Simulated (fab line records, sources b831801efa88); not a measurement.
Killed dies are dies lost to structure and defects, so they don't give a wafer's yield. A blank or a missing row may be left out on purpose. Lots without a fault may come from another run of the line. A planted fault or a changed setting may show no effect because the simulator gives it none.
A struck lot beside a sound one | flow sfq_line | 13 steps out of a route of 325
Sound: wafers L559.2, L559.3, L559.4. Struck: wafers L549.1, L549.3, L549.4. The cause comes at the end.
At each step with rows: each side's tool, then ch and its chambers, then its first start. Under that, the readings that differ: sound wafers | struck wafers | difference of the means | sigmas: that difference in standard deviations of wafers without a fault.
alike: readings whose means differ by less than 2 such deviations, and words and numbers that are the same on both sides. not compared: withheld readings, readings that some wafer has no value for, bounds like >300 that may hide the same value, and numbers for which the record gives no deviation and whose values overlap.
The two part at a step that has a row with sigmas, a row that says differs or no value, or rows on one side only. Numbers that don't overlap but have no deviation are shown without sigmas and don't part them. A reading that every wafer of one side lacks parts them only if that side has two wafers or more.

first, 4 steps without rows for these wafers: SFQ_TRILAYER_M1_LITHO_COAT_044 (resist thk 62 nm); SFQ_TRILAYER_M1_LITHO_COAT_039 (resist thk 600 nm); SFQ_TRILAYER_M1_LITHO_SOFTBAKE_043; SFQ_TRILAYER_M1_LITHO_EXPOSE_040 (exposes mask M1, target cd 500 nm).
SFQ_TRILAYER_M1_LITHO_PEB_042: peb time 61.81 s.
  sound on litho_track-02 ch 0, day 19 10:55; struck on litho_track-02 ch 0, day 16 02:38
  alike: plate_sensor_t_centre_C, plate_sensor_t_edge_C
then, 1 step without rows for these wafers: SFQ_TRILAYER_M1_LITHO_DEVELOP_041 (time 60 s).
SFQ_M1_OVL_MEAS_911:
  sound on overlay-01, day 19 11:12; struck on overlay-01, day 16 02:56
  alike: M1_OVL
SFQ_TRILAYER_M1_BARC_OPEN_METAL_ETCH_054: etches BARC in O2, target depth 125 nm, time 41.7 s.
  sound on rie_metal-02 ch 0,1, day 19 11:14; struck on rie_metal-03 ch 1, day 16 02:59
  alike: drypump_motor_current_A, oes_product_au
  not compared: rf_hours_counter_h
SFQ_TRILAYER_M1_ETCH_METAL_ETCH_042: etches Nb in Cl2/Ar, stops on SiO2, target depth 240 nm, time 120 s.
  sound on rie_metal-02 ch 0,1, day 19 11:19; struck on rie_metal-03 ch 1, day 16 03:06
  alike: drypump_motor_current_A, oes_product_au
  not compared: rf_hours_counter_h
SFQ_TRILAYER_M1_STRIP_STRIP_043: strips in O2.
  sound on rie_metal-02 ch 0,1, day 19 11:29; struck on rie_metal-03 ch 1, day 16 03:21
  alike: drypump_motor_current_A, oes_product_au
  not compared: rf_hours_counter_h
then, 1 step without rows for these wafers: SFQ_TRILAYER_M1_STRIP_SOLV_CLEAN_044 (cleans in NMP, time 600 s).
SFQ_TRILAYER_I1_DEP_PECVD_045: deposits SiO2 from SiH4/N2O, time 111.11 s, target thk 500 nm.
  sound on pecvd-02 ch 1,2, day 19 12:27; struck on pecvd-02 ch 0,1,2, day 16 04:43
  reading                                             | sound             | struck            | difference | sigmas
  run_length_s (s)                                    | 138.5 139.3 139.2 | 134.7 134.9 135.8 | -3.9       | -6
  model.SiO2_of_TRILAYER_I1_DEP_PECVD_045.thk_nm (nm) | 495.5 486.7 498.9 | 470.4 473.4 479.7 | -19.2      |
  alike: heater_power_w, throttle_valve_pct
SFQ_TRILAYER_I1_CMP_CMP_046: polishes SiO2.
  sound on cmp-02 ch 0,1,2, day 19 13:22; struck on cmp-01 ch 1,2,3, day 16 09:25
  reading                | sound       | struck      | difference | sigmas
  time_to_endpoint_s (s) | 213 209 212 | 193 195 198 | -16        | -2
  alike: edge_zone_pressure_frac, motor_current_A

WHERE THEY PART
First at SFQ_TRILAYER_I1_DEP_PECVD_045; last, within this record, at SFQ_TRILAYER_I1_CMP_CMP_046.

WHY: what the simulator had put in
Process parameter drift: pecvd-02, from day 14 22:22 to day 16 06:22, at SFQ_TRILAYER_I1_DEP_PECVD_045. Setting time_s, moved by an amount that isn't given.
